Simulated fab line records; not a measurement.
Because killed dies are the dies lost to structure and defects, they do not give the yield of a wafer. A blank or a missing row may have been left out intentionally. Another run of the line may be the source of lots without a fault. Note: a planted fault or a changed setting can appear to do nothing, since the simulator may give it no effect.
fab line records + flow sky130
[record]
- lots = 5
- wafers = 15
- last_day = 50
route steps=708 shown LDD_HVP@281 LDD_LDN@289 PAD_OPEN@708
lots that met no fault: from a run of the same line without faults
start_h: the number of hours between the record's first day and the start of the first shown wafer of the lot + wait_h: how many hours have passed since the lot's step before this one + " as in the row above + L1.1+2: a single row standing in for several wafers + - either no value or no given start + * or withheld: withheld + < > ~ a bound
route shown NAME@n: NAME is a module with steps in the file, n the number in the route of the first one + usual: the fault-free wafers' mean and standard deviation + same: alike in all rows + chamber/n: place in a boat + sites: each site's reading + _std_site: the standard deviation of these + _edge_site: inner sites' mean taken away from outer sites' mean + radius_mm: for every site, how far away it sits from the centre of the wafer + mask NAME#n: copy n + behind: the most recent tool/chamber to have shaped the wafer + hold: why the lot was held/for how many hours/how that ended + device: transistor that didn't switch, given as n, p or np + end of line: tests run on the same wafers once the route is complete + a step with no rows: only its recipe + killed: dies that structure and defects cost at the first sort, which is not the same as the wafer's yield + map: shows each die of a wafer: x if killed, . if not, _ if none is there
set.NAME: the setting that was run; set.NAME@STEP: the one run at that earlier step + model.NAME: the simulator's own value behind a step, which no gauge read
certain route steps with their lots: each step a table, each wafer a row
services: from which hour (start_h, from the record's first day; less than 0 if before it) a tool's chamber was out of use, for how many hours, and why
[[steps]]
[step SKY_LDD_HVP_SOFTBAKE_03]
[recipe]
- temp_c = 90
- time_s = 60
- resist = NOVOLAK
[step SKY_LDD_HVP_EXPOSE_04]
[recipe]
- mask_id = HVPTM
- na = 0.6
- source_shape = conventional
- sigma_outer = 0.6
- polarization = unpolarized
- target_cd_nm = 700
- dose_mj = 86
[step SKY_LDD_HVP_PEB_05]
[recipe]
- temp_c = withheld
- time_s = *
- resist = NOVOLAK
[step SKY_LDD_HVP_DEVELOP_06]
[recipe]
- resist = NOVOLAK
- developer = TMAH
- develop_time_s = 60
- dev_temp_c = 23
[step SKY_LDD_HVP_OVL_MEAS_07]
[usual]
- LDD_HVP_OVL = -0.2/1.5
| lot.wafer | tool       | chamber | start_h | wait_h | LDD_HVP_OVL[nm] |
|-----------|------------|---------|---------|--------|-----------------|
| L568.2    | overlay-02 | -       | 556.28  | 0.1    | -0.7            |
| L568.3    | "          | -       | "       | "      | -1.1            |
| L568.4    | "          | -       | "       | "      | -0.7            |
| L579.2    | overlay-01 | -       | 639.13  | 0.1    | -1.2            |
| L579.4    | "          | -       | "       | "      | -1.2            |
| L579.6    | "          | -       | "       | "      | -1.3            |
| L581.1    | overlay-02 | -       | 657.53  | 0.1    | -2.5            |
| L581.2    | "          | -       | "       | "      | 0.0             |
| L581.4    | "          | -       | "       | "      | -2.5            |
| L583.1    | overlay-01 | -       | 685.51  | 0.1    | 0.9             |
| L583.3    | "          | -       | "       | "      | 2.3             |
| L583.6    | "          | -       | "       | "      | 1.4             |
| L585.1    | overlay-01 | -       | 689.25  | 0.1    | -1.4            |
| L585.2    | "          | -       | "       | "      | -0.7            |
| L585.4    | "          | -       | "       | "      | -0.2            |
[step SKY_LDD_HVP_IMPLANT_08]
[recipe]
- species = B
- energy_kev = 20
- dose_cm2 = 1.7e+13
- tilt_deg = 17.9
[step SKY_LDD_HVP_STRIP_09]
[recipe]
- chemistry = O2/N2
- power_w = 1400
- pressure_mtorr = 1500
- platen_temp_c = withheld
- o2_flow_sccm = 3000
- n2_flow_sccm = 300
- overash_fraction = 0.5
[usual]
- drypump_motor_current_A = 5.79/0.28
- oes_product_au = 0.408/0.0045
- strip_time_to_endpoint_s = 4.133/0.015
| lot.wafer | tool            | chamber | start_h | wait_h | drypump_motor_current_A | oes_product_au | rf_hours_counter_h | strip_time_to_endpoint_s |
|-----------|-----------------|---------|---------|--------|-------------------------|----------------|--------------------|--------------------------|
| L568.2    | plasma_asher-01 | 0       | 556.46  | 0.1    | 6.16                    | 0.407          | 77                 | 4.149                    |
| L568.3    | "               | 1       | "       | "      | 6.34                    | 0.407          | -                  | 4.139                    |
| L568.4    | "               | 0       | "       | "      | 6.17                    | 0.399          | -                  | 4.118                    |
| L579.2    | plasma_asher-03 | 1       | 639.31  | 0.1    | 5.76                    | 0.407          | 48                 | 4.131                    |
| L579.4    | "               | 0       | "       | "      | 5.97                    | 0.410          | -                  | 4.138                    |
| L579.6    | "               | 1       | "       | "      | 5.74                    | 0.410          | -                  | 4.124                    |
| L581.1    | plasma_asher-04 | 0       | 657.71  | 0.1    | 5.41                    | 0.409          | 97                 | 4.166                    |
| L581.2    | "               | 1       | "       | "      | 5.59                    | 0.414          | 97                 | 4.146                    |
| L581.4    | "               | 1       | "       | "      | 5.59                    | 0.407          | -                  | 4.148                    |
| L583.1    | plasma_asher-03 | 1       | 685.69  | 0.1    | 5.74                    | 0.404          | 52                 | 4.149                    |
| L583.3    | "               | 1       | "       | "      | 5.73                    | 0.410          | -                  | 4.130                    |
| L583.6    | "               | 1       | "       | "      | 5.73                    | 0.404          | -                  | 4.100                    |
| L585.1    | plasma_asher-03 | 0       | 689.43  | 0.1    | 5.97                    | 0.406          | 53                 | 4.120                    |
| L585.2    | "               | 1       | "       | "      | 5.75                    | 0.410          | 53                 | 4.140                    |
| L585.4    | "               | 1       | "       | "      | 5.74                    | 0.410          | -                  | 4.136                    |
[step SKY_LDD_HVP_TW_MEAS_10]
[usual]
- LDD_HVP_TW = 460/3.2
| lot.wafer | tool          | chamber | start_h | wait_h | LDD_HVP_TW |
|-----------|---------------|---------|---------|--------|------------|
| L568.2    | film_metro-04 | -       | 556.57  | 0.1    | 461        |
| L568.3    | "             | -       | "       | "      | 460        |
| L568.4    | "             | -       | "       | "      | 459        |
| L579.2    | film_metro-02 | -       | 639.42  | 0.1    | 455        |
| L579.4    | "             | -       | "       | "      | 456        |
| L579.6    | "             | -       | "       | "      | 459        |
| L581.1    | film_metro-01 | -       | 657.81  | 0.1    | 458        |
| L581.2    | "             | -       | "       | "      | 463        |
| L581.4    | "             | -       | "       | "      | 461        |
| L583.1    | film_metro-04 | -       | 685.79  | 0.1    | 462        |
| L583.3    | "             | -       | "       | "      | 464        |
| L583.6    | "             | -       | "       | "      | 464        |
| L585.1    | film_metro-01 | -       | 689.53  | 0.1    | 461        |
| L585.2    | "             | -       | "       | "      | 458        |
| L585.4    | "             | -       | "       | "      | 460        |
[step SKY_LDD_LDN_DEHYDRATE_00]
[recipe]
- temp_c = 200
- time_s = 60
[step SKY_LDD_LDN_HMDS_01]
[recipe]
- prime_time_s = 60
- prime_temp_c = 120
[step SKY_LDD_LDN_COAT_02]
[recipe]
- resist = NOVOLAK
- spin_rpm = 3000
- resist_thk_nm = 1140
[step SKY_LDD_LDN_SOFTBAKE_03]
[recipe]
- temp_c = 90
- time_s = 60
- resist = NOVOLAK
[step SKY_LDD_LDN_EXPOSE_04]
[recipe]
- mask_id = LDNTM
- na = 0.6
- source_shape = conventional
- sigma_outer = 0.6
- polarization = unpolarized
- target_cd_nm = 700
- dose_mj = 140
[usual]
- focus_offset_nm = -0.1/0.55
- stage_vel_mm_s = 500.00/0.23
| lot.wafer | tool             | chamber | start_h | wait_h | mask       | focus_offset_nm | stage_vel_mm_s |
|-----------|------------------|---------|---------|--------|------------|-----------------|----------------|
| L568.2    | iline_stepper-01 | 0       | 570.72  | -      | LDNTM_R1#0 | 0.9             | 499.93         |
| L568.3    | "                | 0       | "       | "      | LDNTM_R1#0 | 0.3             | 500.03         |
| L568.4    | "                | 0       | "       | "      | LDNTM_R1#0 | 0.4             | 500.00         |
| L579.2    | iline_stepper-02 | 0       | 653.88  | -      | LDNTM#0    | 0.2             | 499.94         |
| L579.4    | "                | 0       | "       | "      | LDNTM#0    | 0.0             | 499.84         |
| L579.6    | "                | 0       | "       | "      | LDNTM#0    | -1.0            | 499.90         |
| L581.1    | iline_stepper-02 | 0       | 672.19  | -      | LDNTM#0    | 0.3             | 499.76         |
| L581.2    | "                | 0       | "       | "      | LDNTM#0    | -0.3            | 499.72         |
| L581.4    | "                | 0       | "       | "      | LDNTM#0    | 0.0             | 499.89         |
| L583.1    | iline_stepper-01 | 0       | 700.16  | -      | LDNTM#0    | 0.6             | 499.80         |
| L583.3    | "                | 0       | "       | "      | LDNTM#0    | 0.8             | 500.09         |
| L583.6    | "                | 0       | "       | "      | LDNTM#0    | -0.1            | 500.08         |
| L585.1    | iline_stepper-01 | 0       | 704.25  | -      | LDNTM#0    | 0.0             | 500.25         |
| L585.2    | "                | 0       | "       | "      | LDNTM#0    | -0.1            | 499.97         |
| L585.4    | "                | 0       | "       | "      | LDNTM#0    | -0.8            | 500.29         |
[step SKY_LDD_LDN_PEB_05]
[recipe]
- temp_c = withheld
- time_s = *
- resist = NOVOLAK
[step SKY_PAD_OPEN_PROBE_99]
[usual]
- killed_at_M0_to_M3 = 42/7.4
- killed_at_M4_up = 3.3/2.1
- killed_at_contacts = 24/5.3
- killed_at_front_end = 15/4.5
- killed_at_other = 0.3/0.57
- killed_dies = 84/10
- killed_on_rim = 17/3.8
- killed_open = 46/7.5
- killed_short = 38/6.4
[same]
- gross_dies = 492
- killed_at_back_side = 0
| lot.wafer | tool      | chamber | start_h | wait_h | hold                     | killed_at_M0_to_M3 | killed_at_M4_up | killed_at_contacts | killed_at_front_end | killed_at_other | killed_dies | killed_on_rim | killed_open | killed_short |
|-----------|-----------|---------|---------|--------|--------------------------|--------------------|-----------------|--------------------|---------------------|-----------------|-------------|---------------|-------------|--------------|
| L568.2    | prober-02 | -       | 1115.08 | 0.1    | await_dispo/2.7h/release | 45                 | 1               | 29                 | 103                 | 0               | 178         | 27            | 50          | 29           |
| L568.3    | prober-02 | -       | 1115.13 | 0.2    | await_dispo/2.7h/release | 23                 | 3               | 25                 | 110                 | 0               | 161         | 28            | 35          | 22           |
| L568.4    | prober-02 | -       | 1115.18 | 0.2    | await_dispo/2.7h/release | 41                 | 5               | 22                 | 108                 | 0               | 176         | 40            | 39          | 42           |
| L579.2    | prober-02 | -       | 1170.32 | 0.1    | -                        | 43                 | 2               | 22                 | 18                  | 0               | 85          | 17            | 43          | 40           |
| L579.4    | prober-02 | -       | 1170.42 | 0.2    | -                        | 48                 | 1               | 22                 | 9                   | 0               | 80          | 16            | 40          | 40           |
| L579.6    | prober-02 | -       | 1170.52 | 0.2    | -                        | 57                 | 3               | 27                 | 13                  | 0               | 100         | 26            | 55          | 44           |
| L581.1    | prober-01 | -       | 1185.66 | 0.1    | -                        | 40                 | 9               | 18                 | 11                  | 0               | 78          | 14            | 43          | 35           |
| L581.2    | prober-01 | -       | 1185.71 | 0.1    | -                        | 43                 | 4               | 22                 | 17                  | 1               | 87          | 19            | 45          | 41           |
| L581.4    | prober-01 | -       | 1185.81 | 0.2    | -                        | 45                 | 1               | 20                 | 17                  | 1               | 84          | 24            | 37          | 47           |
| L583.1    | prober-02 | -       | 1195.22 | 0.1    | -                        | 51                 | 2               | 18                 | 12                  | 0               | 83          | 16            | 39          | 44           |
| L583.3    | prober-02 | -       | 1195.32 | 0.2    | -                        | 39                 | 1               | 22                 | 18                  | 1               | 81          | 15            | 38          | 42           |
| L583.6    | prober-02 | -       | 1195.47 | 0.2    | -                        | 37                 | 5               | 36                 | 16                  | 0               | 94          | 17            | 57          | 37           |
| L585.1    | prober-02 | -       | 1199.05 | 0.1    | -                        | 51                 | 4               | 31                 | 15                  | 0               | 101         | 18            | 67          | 34           |
| L585.2    | prober-02 | -       | 1199.10 | 0.1    | -                        | 49                 | 2               | 16                 | 19                  | 0               | 86          | 13            | 47          | 38           |
| L585.4    | prober-02 | -       | 1199.20 | 0.2    | -                        | 45                 | 3               | 19                 | 16                  | 0               | 83          | 15            | 47          | 36           |
// killed by level:class
L568.2 LDD_LDN:area_expose=98 VIA1:geometric_particle:open=12 VIA2:geometric_particle:open=12 CONTACT:geometric_particle:open=11 METAL2:geometric_particle:short=7 VIA3:geometric_particle:open=6 CONTACT:geometric_particle:short=5 LI_CONTACT:geometric_particle:open=4
L568.3 LDD_LDN:area_expose=104 LI_CONTACT:geometric_particle:open=12 CONTACT:geometric_particle:open=10 METAL2:geometric_particle:short=4 POLY_GATE:geometric_particle:open=3 METAL1:geometric_particle:short=3 VIA1:geometric_particle:open=3 METAL3:geometric_particle:short=3
L568.4 LDD_LDN:area_expose=95 VIA2:geometric_particle:open=11 VIA1:geometric_particle:open=10 CONTACT:geometric_particle:short=9 METAL1:geometric_particle:short=5 METAL4:geometric_particle:short=5 LI_CONTACT:geometric_particle:open=4 CONTACT:geometric_particle:open=4
L579.2 CONTACT:geometric_particle:open=9 VIA1:geometric_particle:open=9 METAL1:geometric_particle:short=7 CONTACT:geometric_particle:short=6 VIA2:geometric_particle:open=6 VIA3:geometric_particle:open=6 FIELD_ISO:geometric_particle:open=5 FIELD_ISO:geometric_particle:short=4
L579.4 METAL1:geometric_particle:short=9 VIA1:geometric_particle:open=9 METAL2:geometric_particle:short=9 LI_CONTACT:geometric_particle:open=8 CONTACT:geometric_particle:open=6 VIA2:geometric_particle:open=5 VIA3:geometric_particle:open=5 VIA3:geometric_particle:short=4
L579.6 CONTACT:geometric_particle:open=11 VIA1:geometric_particle:open=10 VIA3:geometric_particle:open=10 LI_CONTACT:geometric_particle:open=8 VIA1:geometric_particle:short=6 METAL2:geometric_particle:short=6 VIA2:geometric_particle:open=5 METAL3:geometric_particle:short=5
L581.1 CONTACT:geometric_particle:open=9 VIA3:geometric_particle:open=6 METAL2:geometric_particle:short=6 METAL4:geometric_particle:short=6 VIA2:geometric_particle:short=5 LI_CONTACT:geometric_particle:open=5 VIA1:geometric_particle:open=5 VIA2:geometric_particle:open=5
L581.2 VIA1:geometric_particle:open=11 VIA2:geometric_particle:open=9 CONTACT:geometric_particle:open=6 METAL1:geometric_particle:short=6 LI_CONTACT:geometric_particle:short=5 FIELD_ISO:geometric_particle:open=4 POLY_GATE:geometric_particle:short=4 LOCAL_INTERCONNECT:geometric_particle:short=4
L581.4 VIA1:geometric_particle:open=9 CONTACT:geometric_particle:open=8 METAL1:geometric_particle:short=7 FIELD_ISO:geometric_particle:short=5 LOCAL_INTERCONNECT:geometric_particle:short=5 METAL2:geometric_particle:short=5 VIA2:geometric_particle:short=5 VIA2:geometric_particle:open=5
L583.1 VIA3:geometric_particle:open=9 VIA1:geometric_particle:open=8 VIA1:geometric_particle:short=7 CONTACT:geometric_particle:open=6 FIELD_ISO:geometric_particle:short=5 METAL3:geometric_particle:short=5 LI_CONTACT:geometric_particle:open=5 METAL1:geometric_particle:short=5
L583.3 VIA1:geometric_particle:open=10 CONTACT:geometric_particle:short=8 METAL2:geometric_particle:short=8 FIELD_ISO:geometric_particle:short=7 FIELD_ISO:geometric_particle:open=6 LI_CONTACT:geometric_particle:open=5 VIA2:geometric_particle:open=5 CONTACT:geometric_particle:open=4
L583.6 LI_CONTACT:geometric_particle:open=12 CONTACT:geometric_particle:open=10 FIELD_ISO:geometric_particle:open=8 VIA1:geometric_particle:open=8 VIA3:geometric_particle:open=7 LI_CONTACT:geometric_particle:short=5 LOCAL_INTERCONNECT:geometric_particle:open=4 METAL1:geometric_particle:short=4
L585.1 CONTACT:geometric_particle:open=21 VIA1:geometric_particle:open=13 VIA1:geometric_particle:short=7 VIA2:geometric_particle:open=7 FIELD_ISO:geometric_particle:open=6 LI_CONTACT:geometric_particle:open=5 VIA3:geometric_particle:open=5 METAL1:geometric_particle:open=4
L585.2 VIA1:geometric_particle:open=10 VIA3:geometric_particle:open=10 METAL1:geometric_particle:short=8 FIELD_ISO:geometric_particle:open=6 VIA2:geometric_particle:open=6 VIA3:geometric_particle:short=6 FIELD_ISO:geometric_particle:short=5 LI_CONTACT:geometric_particle:open=5
L585.4 CONTACT:geometric_particle:open=11 VIA3:geometric_particle:open=10 POLY_GATE:geometric_particle:short=7 VIA1:geometric_particle:short=6 VIA2:geometric_particle:open=6 METAL1:geometric_particle:short=5 LI_CONTACT:geometric_particle:open=4 VIA1:geometric_particle:open=4
// map L568.2 (x killed, . not)
__________..x.....x._________
________.......xx.xx.._______
______.................x_____
_____........xx...x......____
____x........x..xx..x.....___
___x.xx....x.x...........x.__
__...xxx.xxxxx..x.....x..x.._
_.xx..x....x...x.x..xx.x.x..x
_xx.xxxx.x..x.xx.....x...x...
_..xxx.x.x....xxx..x.........
_xx.xx.xxxxxx.xxx.x..xx..x...
_..x.xxx.x....xxx........x...
_.xxx.xxxx...xx.x.x.....xx...
_..xx...xxx.xxx..x...........
_xx.xxx......xxxx.....x..x..x
__xxxxxxx..xx.xx.........x.x_
___xxxxxxx..xxx..x..x...x..__
____xxxx.xxx.x........xx..___
_____..xxx....xx.xxx...x.____
______x...xxx..........x_____
________xxx....x......_______
__________.........._________
// map L585.1 (x killed, . not)
__________xx........_________
________........xx...._______
______.x...x.x..x.....xx_____
_____...x.....x..........____
____...............x..xx..___
___..x...x.....x.....x.....__
__x..........x.............._
_.x.................x........
_x..xx...xx......xx.x.xx.....
_..x.......x.x..xx....x..x...
_...x......x.x...xx.....x...x
_........xx..x..x.x..........
_............xx.....x...x..x.
_x...xx.x..x....x.xx.....x...
_x......xx...x.x......x.x....
__......x...xx.x...x.x.x...._
___........x.......x....x..__
____......x...x.......x.xx___
_____....................____
______x....x..xx.xx...x._____
________x....x..xx...._______
__________..x..x...._________
[[services]]
| tool             | chamber | start_h | hours | kind                    |
|------------------|---------|---------|-------|-------------------------|
| iline_stepper-02 | 0       | 538.34  | -     | calibration             |
| iline_stepper-01 | -       | 549.96  | 1.7   | pm                      |
| iline_stepper-01 | 0       | 571.09  | -     | calibration             |
| iline_stepper-02 | -       | 571.78  | 6.2   | repair                  |
| plasma_asher-03  | -       | 594.60  | 5.3   | repair                  |
| iline_stepper-02 | -       | 601.36  | 10.4  | repair                  |
| iline_stepper-02 | -       | 611.75  | 1.7   | pm                      |
| iline_stepper-02 | -       | 634.35  | 8.9   | pm                      |
| plasma_asher-01  | -       | 637.24  | 0.8   | repair                  |
| iline_stepper-02 | -       | 683.11  | 2.1   | pm                      |
| iline_stepper-02 | -       | 685.19  | -     | consumable_replace:lamp |
[[key]]
[first_sign]
- step = SKY_LDD_LDN_EXPOSE_04
- reading = mask
- direction = changed
[effect]
- step = SKY_PAD_OPEN_PROBE_99
- reading = killed_at_front_end
- direction = up
- sigmas = 21
- usual = 15
- struck = 107
[more_kills_born_at]
- SKY_LDD_LDN_EXPOSE_04@iline_stepper-01 = 297
met_at SKY_LDD_LDN_EXPOSE_04
struck_wafers L568.2,L568.3,L568.4
tester_left_out L568
[fault]
- kind = wrong_mask
- tool = any
- chamber = -
- onset_h = 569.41
- steps = SKY_LDD_LDN_EXPOSE_04
- aux_copy = LDNTM_R1#0
- cd_offset_nm = 105
- scope = struck_lots_only
// tester_left_out: of these lots the tester's yield and bins aren't shown, on N5 and GAA mostly nor the transistor test; their killed dies are dies lost to structure and defects alone, not to doping, threshold or leakage, so they don't give the yield
